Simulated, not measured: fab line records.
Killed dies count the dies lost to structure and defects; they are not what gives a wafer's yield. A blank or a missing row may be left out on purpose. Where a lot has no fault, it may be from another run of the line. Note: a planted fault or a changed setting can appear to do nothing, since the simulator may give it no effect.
Which of the tools did it? | flow sky130 | Sampling: 24 lots, 72 wafers, 4 of 708 route steps

WHAT THE GAUGES SHOWED, per wafer
SKY_VIA3_THK_MEAS_23: measures by xrf. Usual: for VIA3_W_THK the level is 399 nm and the standard deviation is 6.2.
lot  | measured     | on           | VIA3_W_THK (nm) | flag
L074 | day 39 10:25 | filmMetro-02 | 391 396 388     | 
L075 | day 39 16:04 | filmMetro-01 | 390 390 388     | 
L076 | day 40 07:53 | filmMetro-04 | 402 400 397     | 
L077 | day 40 14:01 | filmMetro-01 | 401 399 405     | 
L078 | day 40 21:47 | filmMetro-04 | 404 407 404     | 
L079 | day 40 23:01 | filmMetro-01 | 399 399 401     | 
L080 | day 41 15:55 | filmMetro-04 | 406 410 404     | 
L081 | day 42 00:37 | filmMetro-01 | 399 396 393     | 
L082 | day 42 03:09 | filmMetro-04 | 407 403 401     | 
L083 | day 42 10:14 | filmMetro-04 | 399 402 404     | 
L084 | day 42 12:58 | filmMetro-04 | 396 406 403     | 
L085 | day 42 22:07 | filmMetro-04 | 406 404 408     | 
L086 | day 43 03:37 | filmMetro-01 | 393 387 393     | 
L087 | day 43 11:02 | filmMetro-04 | 410 406 405     | 
L088 | day 43 14:44 | filmMetro-02 | 401 399 400     | 
L089 | day 43 21:56 | filmMetro-04 | 407 405 406     | 
L090 | day 44 07:32 | filmMetro-02 | 400 393 404     | 
L091 | day 44 08:44 | filmMetro-02 | 401 402 400     | 
L092 | day 44 17:30 | filmMetro-02 | 394 393 398     | 
L093 | day 44 23:25 | filmMetro-01 | 405 402 399     | 
L094 | day 45 07:07 | filmMetro-02 | 392 392 389     | 
L095 | day 45 11:24 | filmMetro-02 | 393 396 389     | 
L096 | day 45 18:26 | filmMetro-04 | 412 407 402     | 
L097 | day 45 19:39 | filmMetro-01 | 387 392 393     | 

SKY_CAP2M_THK_MEAS_01. Usual: for CAP2M_CVD_00_THK the level is 15.46 nm and the standard deviation is 0.22.
lot  | measured     | on           | CAP2M_CVD_00_THK (nm) | flag
L074 | day 39 10:58 | filmMetro-01 | 15.41 15.68 15.56     | 
L075 | day 39 16:35 | filmMetro-01 | 15.49 15.51 15.73     | 
L076 | day 40 08:25 | filmMetro-03 | 15.24 15.38 15.53     | 
L077 | day 40 14:34 | filmMetro-04 | 15.39 15.34 15.08     | 
L078 | day 40 22:19 | filmMetro-03 | 15.38 15.34 15.37     | 
L079 | day 40 23:33 | filmMetro-04 | 15.63 15.35 15.94     | 
L080 | day 41 16:40 | filmMetro-03 | 15.52 15.49 15.61     | 
L081 | day 42 01:10 | filmMetro-03 | 15.33 15.29 15.37     | 
L082 | day 42 03:41 | filmMetro-03 | 15.37 15.42 15.68     | 
L083 | day 42 10:55 | filmMetro-01 | 15.49 15.71 15.68     | 
L084 | day 42 13:31 | filmMetro-03 | 15.09 14.95 15.31     | 
L085 | day 42 22:42 | filmMetro-03 | 15.51 15.65 15.69     | 
L086 | day 43 04:08 | filmMetro-04 | 15.09 15.54 15.55     | 
L087 | day 43 11:35 | filmMetro-04 | 15.49 15.84 15.83     | 
L088 | day 43 15:17 | filmMetro-04 | 15.37 15.62 15.59     | 
L089 | day 43 22:28 | filmMetro-04 | 15.49 15.43 15.47     | 
L090 | day 44 08:04 | filmMetro-04 | 15.13 15.25 15.33     | 
L091 | day 44 09:17 | filmMetro-04 | 15.42 15.01 15.46     | 
L092 | day 44 18:02 | filmMetro-01 | 15.09 15.38 15.40     | 
L093 | day 44 23:58 | filmMetro-03 | 15.46 15.66 15.68     | 
L094 | day 45 07:39 | filmMetro-04 | 15.56 15.42 15.54     | 
L095 | day 45 11:57 | filmMetro-03 | 15.36 15.54 15.35     | 
L096 | day 45 18:58 | filmMetro-04 | 15.31 15.40 15.81     | 
L097 | day 45 20:20 | filmMetro-01 | 15.28 15.41 15.64     | 

WHAT TOOL EACH LOT RAN ON (gives the tool, then ch and the chambers of the sampled wafers, and finally the start)
lot  | SKY_METAL3_SPUTTER_03       | SKY_VIA3_CVD_21
L074 | pvdSputter-04, day 36 03:01 | cvdW-01 ch 0,1, day 39 10:11
L075 | pvdSputter-04, day 36 08:49 | cvdW-02 ch 0,1, day 39 15:49
L076 | pvdSputter-04, day 37 01:25 | cvdW-02 ch 0,1, day 40 07:37
L077 | pvdSputter-02, day 37 08:34 | cvdW-01 ch 0,1, day 40 13:47
L078 | pvdSputter-02, day 37 16:43 | cvdW-02 ch 0,1, day 40 21:32
L079 | pvdSputter-04, day 37 17:27 | cvdW-01 ch 0,1, day 40 22:46
L080 | pvdSputter-03, day 38 11:19 | cvdW-01 ch 0,1, day 41 15:42
L081 | pvdSputter-03, day 38 19:59 | cvdW-01 ch 0,1, day 42 00:23
L082 | pvdSputter-04, day 38 22:21 | cvdW-01 ch 0,1, day 42 02:56
L083 | pvdSputter-03, day 39 06:13 | cvdW-02 ch 1, day 42 10:00
L084 | pvdSputter-02, day 39 08:13 | cvdW-01 ch 0,1, day 42 12:44
L085 | pvdSputter-02, day 39 18:59 | cvdW-01 ch 0,1, day 42 21:54
L086 | pvdSputter-02, day 39 23:40 | cvdW-01 ch 0,1, day 43 03:22
L087 | pvdSputter-04, day 40 07:06 | cvdW-01 ch 1, day 43 10:41
L088 | pvdSputter-04, day 40 11:22 | cvdW-01 ch 0,1, day 43 14:29
L089 | pvdSputter-04, day 40 18:31 | cvdW-01 ch 0,1, day 43 21:35
L090 | pvdSputter-03, day 41 04:37 | cvdW-01 ch 0,1, day 44 07:17
L091 | pvdSputter-02, day 41 06:04 | cvdW-01 ch 0,1, day 44 08:30
L092 | pvdSputter-02, day 41 16:15 | cvdW-02 ch 0,1, day 44 17:15
L093 | pvdSputter-03, day 41 22:22 | cvdW-01 ch 0,1, day 44 23:10
L094 | pvdSputter-04, day 42 06:25 | cvdW-02 ch 0,1, day 45 06:52
L095 | pvdSputter-03, day 42 11:49 | cvdW-01 ch 0,1, day 45 11:10
L096 | pvdSputter-03, day 42 18:43 | cvdW-02 ch 0,1, day 45 18:10
L097 | pvdSputter-04, day 42 20:46 | cvdW-02 ch 0,1, day 45 19:25
- SKY_METAL3_SPUTTER_03: material Ti, target thk 5 nm, time 3.3 s.
- SKY_VIA3_CVD_21: deposits W, target thk 390 nm, time 117.31 s.

WHAT THE TOOLS THEMSELVES READ (means of the sampled wafers that have a number; where no wafer has one, the mark that the record gives instead)
SKY_METAL3_SPUTTER_03. Usual: throttleValvePct at 29.7 %, with a standard deviation of 0.65.
lot  | tool          | throttleValvePct (%) | flag
L074 | pvdSputter-04 | 28.9                 | 
L075 | pvdSputter-04 | 29.4                 | 
L076 | pvdSputter-04 | 29.5                 | 
L077 | pvdSputter-02 | 29.6                 | 
L078 | pvdSputter-02 | 29.7                 | 
L079 | pvdSputter-04 | 30.2                 | 
L080 | pvdSputter-03 | 29.3                 | 
L081 | pvdSputter-03 | 29.5                 | 
L082 | pvdSputter-04 | 30.1                 | 
L083 | pvdSputter-03 | 29.2                 | 
L084 | pvdSputter-02 | 29.8                 | 
L085 | pvdSputter-02 | 29.9                 | 
L086 | pvdSputter-02 | 29.6                 | 
L087 | pvdSputter-04 | 30.3                 | 
L088 | pvdSputter-04 | 29.5                 | 
L089 | pvdSputter-04 | 29.9                 | 
L090 | pvdSputter-03 | 29.8                 | 
L091 | pvdSputter-02 | 29.9                 | 
L092 | pvdSputter-02 | 30.1                 | 
L093 | pvdSputter-03 | 29.4                 | 
L094 | pvdSputter-04 | 29.5                 | 
L095 | pvdSputter-03 | 29.4                 | 
L096 | pvdSputter-03 | 29.3                 | 
L097 | pvdSputter-04 | 29.7                 | 

SKY_VIA3_CVD_21. Usual: heaterPowerW at 759 W, with a standard deviation of 20.
lot  | tool    | heaterPowerW (W) | flag
L074 | cvdW-01 | 770              | 
L075 | cvdW-02 | 734              | 
L076 | cvdW-02 | 747              | 
L077 | cvdW-01 | 764              | 
L078 | cvdW-02 | 741              | 
L079 | cvdW-01 | 763              | 
L080 | cvdW-01 | 759              | 
L081 | cvdW-01 | 753              | 
L082 | cvdW-01 | 757              | 
L083 | cvdW-02 | 719              | 
L084 | cvdW-01 | 767              | 
L085 | cvdW-01 | 775              | 
L086 | cvdW-01 | 767              | 
L087 | cvdW-01 | 771              | 
L088 | cvdW-01 | 756              | 
L089 | cvdW-01 | 762              | 
L090 | cvdW-01 | 761              | 
L091 | cvdW-01 | 760              | 
L092 | cvdW-02 | 738              | 
L093 | cvdW-01 | 775              | 
L094 | cvdW-02 | 758              | 
L095 | cvdW-01 | 771              | 
L096 | cvdW-02 | 753              | 
L097 | cvdW-02 | 767              | 

THE ANSWER, worked out from the rows above alone
Rule: a lot counts as off when the mean over its wafers that have a number is more than 3 standard deviations away from the usual mean. A lot without any number at a reading at which 4 lots or more have one is off too. All remaining lots with rows at the step are treated as sound. Order of review: gauges by route order, followed by the tools' own readings, for which a lot's mean as printed above is used. At the first step where some lot is off, the reading lying furthest off is the one used; lots without a number count as furthest.
Nothing can be told from this: no lot is off at any reading shown.

WHAT THE SIMULATOR HAD PUT IN
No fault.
